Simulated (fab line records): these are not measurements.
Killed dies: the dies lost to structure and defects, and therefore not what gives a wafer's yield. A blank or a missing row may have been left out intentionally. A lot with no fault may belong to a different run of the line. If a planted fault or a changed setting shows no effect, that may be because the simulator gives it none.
Which of the tools did it?    flow gf180mcu    24 lots, 72 wafers sampled, at 6 steps of a route of 602

WHAT THE GAUGES SHOWED, per wafer
GF_PSD_TW_MEAS_11. Usual: PSD_TW 3194, standard deviation 22.
lot   measured      on             PSD_TW          flag
L074  day 14 05:09  film-metro-04  3212 3196 3198  
L075  day 14 21:32  film-metro-01  3180 3190 3196  
L077  day 15 05:29  film-metro-02  3175 3167 3171  
L076  day 15 07:08  film-metro-01  3205 3204 3189  
L078  day 15 12:44  film-metro-01  3180 3196 3195  
L079  day 16 03:29  film-metro-01  3194 3198 3205  
L080  day 16 06:27  film-metro-01  3185 3201 3194  
L081  day 16 20:38  film-metro-02  3161 3172 3182  
L082  day 17 03:21  film-metro-02  3159 3156 3161  
L083  day 17 11:57  film-metro-02  3170 3166 3176  
L084  day 18 01:46  film-metro-01  3185 3195 3173  
L085  day 18 05:23  film-metro-04  3230 3221 3234  
L086  day 18 09:35  film-metro-04  3231 3241 3239  
L087  day 18 23:53  film-metro-04  3220 3226 3235  
L088  day 19 08:30  film-metro-01  3160 3175 3174  
L089  day 19 10:29  film-metro-04  3217 3217 3208  
L090  day 19 18:11  film-metro-01  3161 3159 3168  
L091  day 20 11:52  film-metro-04  3209 3192 3204  
L092  day 20 14:35  film-metro-01  3180 3186 3186  
L093  day 20 17:41  film-metro-04  3199 3205 3205  
L094  day 21 03:20  film-metro-04  3221 3221 3202  
L095  day 22 06:55  film-metro-01  3214 3199 3231  
L096  day 22 10:38  film-metro-01  3194 3179 3195  
L097  day 22 13:10  film-metro-04  3201 3206 3198  

GF_M3_OVL_MEAS_15. Usual: M3_OVL 1 nm, standard deviation 4.7.
lot   measured      on          M3_OVL (nm)  flag
L074  day 21 09:41  overlay-01  3 5 7        
L075  day 22 01:35  overlay-01  16 3 11      
L077  day 22 12:19  overlay-02  -1 -1 4      
L076  day 22 14:50  overlay-01  0 -4 -2      
L078  day 22 19:59  overlay-02  0 6 -3       
L079  day 23 10:34  overlay-02  7 8 8        
L080  day 23 13:23  overlay-01  -4 -1 3      
L081  day 24 03:50  overlay-02  -6 -3 3      
L082  day 24 10:29  overlay-02  0 6 -3       
L083  day 24 19:00  overlay-01  1 -2 -1      
L084  day 25 07:02  overlay-01  -5 -2 -6     
L085  day 25 11:54  overlay-01  1 -6 -7      
L086  day 25 15:38  overlay-02  -5 -5 -2     
L087  day 26 03:03  overlay-01  -7 1 1       
L088  day 26 12:41  overlay-02  12 6 7       
L089  day 26 13:17  overlay-01  -3 -2 8      
L090  day 26 18:22  overlay-02  7 2 5        
L091  day 27 11:47  overlay-02  6 0 0        
L092  day 27 13:31  overlay-02  4 2 1        
L093  day 27 15:53  overlay-01  -7 -7 4      
L094  day 27 22:17  overlay-02  -4 1 5       
L095  day 29 00:37  overlay-02  -6 4 1       
L096  day 29 00:58  overlay-01  -1 -2 2      
L097  day 29 04:40  overlay-02  -2 0 -3      

GF_V5_BOW_MEAS_05. Usual: V5_BOW 135 um, standard deviation 10.
lot   measured      on             V5_BOW (um)  flag
L074  day 26 10:25  film-metro-03  132 151 147  
L075  day 26 23:55  film-metro-02  133 126 130  
L077  day 27 10:28  film-metro-03  129 120 122  
L076  day 27 12:07  film-metro-03  132 121 128  
L078  day 27 18:18  film-metro-03  134 139 137  
L079  day 28 05:46  film-metro-01  146 150 143  
L080  day 28 08:17  film-metro-03  133 131 132  
L081  day 28 19:31  film-metro-03  126 133 126  
L082  day 29 02:50  film-metro-03  134 134 140  
L083  day 29 09:48  film-metro-03  136 140 136  
L084  day 29 19:23  film-metro-02  150 148 144  
L085  day 29 23:53  film-metro-03  131 127 138  
L086  day 30 04:08  film-metro-03  122 137 138  
L087  day 30 14:47  film-metro-01  120 123 138  
L088  day 30 23:04  film-metro-03  125 130 134  
L089  day 31 00:07  film-metro-02  134 121 143  
L090  day 31 04:52  film-metro-03  140 138 128  
L091  day 31 18:49  film-metro-01  144 140 141  
L092  day 31 19:28  film-metro-01  137 142 134  
L093  day 31 22:41  film-metro-01  166 153 151  
L094  day 32 02:56  film-metro-03  141 148 133  
L095  day 33 01:02  film-metro-03  134 134 127  
L096  day 33 01:46  film-metro-03  140 120 120  
L097  day 33 03:25  film-metro-03  134 132 133  

GF_TOP_METAL_OVL_MEAS_15. Usual: TOP_METAL_OVL 0.4 nm, standard deviation 1.2.
lot   measured      on          TOP_METAL_OVL (nm)  flag
L074  day 28 05:41  overlay-02  1.6 0.4 1.1         
L075  day 28 17:29  overlay-02  1.7 0.4 0.2         
L077  day 29 03:49  overlay-01  -0.8 0.5 -0.3       
L076  day 29 06:50  overlay-02  1.4 0.8 1.9         
L078  day 29 11:40  overlay-01  1.0 0.4 0.1         
L079  day 29 22:04  overlay-01  2.1 -1.1 -0.7       
L080  day 30 00:26  overlay-01  -0.8 -1.7 -0.1      
L081  day 30 11:26  overlay-01  -0.2 0.9 -0.6       
L082  day 30 17:48  overlay-01  -0.3 1.2 -0.4       
L083  day 31 01:08  overlay-02  -1.1 -0.3 0.5       
L084  day 31 09:59  overlay-02  0.1 -1.5 -2.3       
L085  day 31 14:17  overlay-02  2.1 1.9 0.8         
L086  day 31 17:58  overlay-02  1.4 0.7 -0.5        
L087  day 32 03:14  overlay-02  2.9 3.2 2.7         
L088  day 32 11:56  overlay-01  -0.2 -1.9 -1.1      
L089  day 32 12:28  overlay-02  -0.7 0.7 2.2        
L090  day 32 16:38  overlay-01  2.6 0.7 1.9         
L091  day 33 05:14  overlay-01  0.6 0.3 0.0         
L092  day 33 07:04  overlay-02  0.3 0.7 1.3         
L093  day 33 08:58  overlay-02  2.1 0.6 1.6         
L094  day 33 13:32  overlay-01  0.5 -0.5 -0.5       
L095  day 34 09:16  overlay-01  -0.5 0.1 -0.6       
L096  day 34 10:10  overlay-02  -1.6 0.2 -0.5       
L097  day 34 12:01  overlay-01  1.4 1.3 1.4         

WHICH TOOL RAN EACH LOT (tool, then ch and the chambers of the sampled wafers, then the start)
lot   GF_M4_SPUTTER_03              GF_V4_CVD_23
L074  pvd-sputter-01, day 22 12:32  cvd-w-01 ch 0,1, day 24 12:15
L075  pvd-sputter-02, day 23 03:59  cvd-w-02 ch 0,1, day 25 02:26
L077  pvd-sputter-02, day 23 14:26  cvd-w-02 ch 0,1, day 25 13:17
L076  pvd-sputter-02, day 23 17:04  cvd-w-01 ch 0,1, day 25 15:53
L078  pvd-sputter-01, day 23 22:05  cvd-w-02 ch 0,1, day 25 20:51
L079  pvd-sputter-01, day 24 12:23  cvd-w-02 ch 0,1, day 26 10:44
L080  pvd-sputter-01, day 24 15:36  cvd-w-02 ch 0,1, day 26 12:41
L081  pvd-sputter-01, day 25 04:27  cvd-w-02 ch 0,1, day 27 00:11
L082  pvd-sputter-02, day 25 11:55  cvd-w-01 ch 0,1, day 27 08:55
L083  pvd-sputter-02, day 25 19:22  cvd-w-01 ch 0,1, day 27 15:41
L084  pvd-sputter-02, day 26 07:16  cvd-w-02 ch 0,1, day 28 02:47
L085  pvd-sputter-02, day 26 12:15  cvd-w-02 ch 0,1, day 28 07:25
L086  pvd-sputter-01, day 26 15:51  cvd-w-02 ch 0,1, day 28 10:52
L087  pvd-sputter-01, day 27 03:16  cvd-w-02 ch 0,1, day 28 22:07
L088  pvd-sputter-01, day 27 12:32  cvd-w-02 ch 0,1, day 29 07:04
L089  pvd-sputter-02, day 27 12:41  cvd-w-01 ch 0,1, day 29 07:59
L090  pvd-sputter-02, day 27 18:38  cvd-w-02 ch 0,1, day 29 12:28
L091  pvd-sputter-02, day 28 11:29  cvd-w-01 ch 0,1, day 30 04:28
L092  pvd-sputter-02, day 28 12:44  cvd-w-02 ch 0,1, day 30 05:02
L093  pvd-sputter-01, day 28 14:59  cvd-w-01 ch 1, day 30 07:47
L094  pvd-sputter-02, day 28 21:02  cvd-w-02 ch 0,1, day 30 13:52
L095  pvd-sputter-02, day 29 22:35  cvd-w-01 ch 0,1, day 31 13:21
L096  pvd-sputter-01, day 29 22:58  cvd-w-01 ch 0,1, day 31 14:16
L097  pvd-sputter-01, day 30 02:24  cvd-w-02 ch 0,1, day 31 16:49
- GF_M4_SPUTTER_03: material Ti, target thk 10 nm, time 6.7 s.
- GF_V4_CVD_23: deposits W, target thk 350 nm, time 104.9 s.

AS READ BY THE TOOLS THEMSELVES (means over the sampled wafers that have a number; for cases with no such wafer, the mark the record gives instead)
GF_M4_SPUTTER_03. Usual: 30.1 % for throttle-valve-pct, sd 1.
lot   tool            throttle-valve-pct (%)  flag
L074  pvd-sputter-01  30.0                    
L075  pvd-sputter-02  29.7                    
L077  pvd-sputter-02  29.7                    
L076  pvd-sputter-02  30.8                    
L078  pvd-sputter-01  29.5                    
L079  pvd-sputter-01  30.4                    
L080  pvd-sputter-01  30.3                    
L081  pvd-sputter-01  29.8                    
L082  pvd-sputter-02  29.8                    
L083  pvd-sputter-02  30.9                    
L084  pvd-sputter-02  29.8                    
L085  pvd-sputter-02  29.8                    
L086  pvd-sputter-01  30.3                    
L087  pvd-sputter-01  30.0                    
L088  pvd-sputter-01  30.4                    
L089  pvd-sputter-02  30.9                    
L090  pvd-sputter-02  29.8                    
L091  pvd-sputter-02  29.9                    
L092  pvd-sputter-02  29.8                    
L093  pvd-sputter-01  30.5                    
L094  pvd-sputter-02  29.8                    
L095  pvd-sputter-02  30.8                    
L096  pvd-sputter-01  30.0                    
L097  pvd-sputter-01  30.4                    

GF_V4_CVD_23. Usual: heater-power-outer-w 450 W, standard deviation 69; heater-power-w 750 W, standard deviation 120.
lot   tool      heater-power-outer-w (W)  heater-power-w (W)  flag
L074  cvd-w-01  498                       799                 
L075  cvd-w-02  452                       781                 
L077  cvd-w-02  456                       775                 
L076  cvd-w-01  501                       792                 
L078  cvd-w-02  416                       676                 
L079  cvd-w-02  462                       772                 
L080  cvd-w-02  456                       776                 
L081  cvd-w-02  417                       686                 
L082  cvd-w-01  442                       760                 
L083  cvd-w-01  497                       797                 
L084  cvd-w-02  418                       687                 
L085  cvd-w-02  460                       785                 
L086  cvd-w-02  426                       701                 
L087  cvd-w-02  456                       788                 
L088  cvd-w-02  412                       685                 
L089  cvd-w-01  490                       799                 
L090  cvd-w-02  415                       697                 
L091  cvd-w-01  487                       800                 
L092  cvd-w-02  414                       694                 
L093  cvd-w-01  395                       706                 
L094  cvd-w-02  463                       786                 
L095  cvd-w-01  486                       794                 
L096  cvd-w-01  452                       758                 
L097  cvd-w-02  459                       792                 

THE ANSWER, worked out from the rows above alone
Rule: a lot counts as off when the mean over its wafers that have a number is more than 3 standard deviations away from the usual mean. A lot without any number at a reading at which 4 lots or more have one is off too. Any other lot the step has rows for is counted as sound. Order of review: gauges by route order, followed by the tools' own readings, for which a lot's mean as printed above is used. The first step at which some lot is off is used, and at that step the reading that is off furthest; a lot without a number counts as furthest.
No lot is off on any of the readings shown, so nothing can be concluded from this.

WHAT THE SIMULATOR HAD PUT IN
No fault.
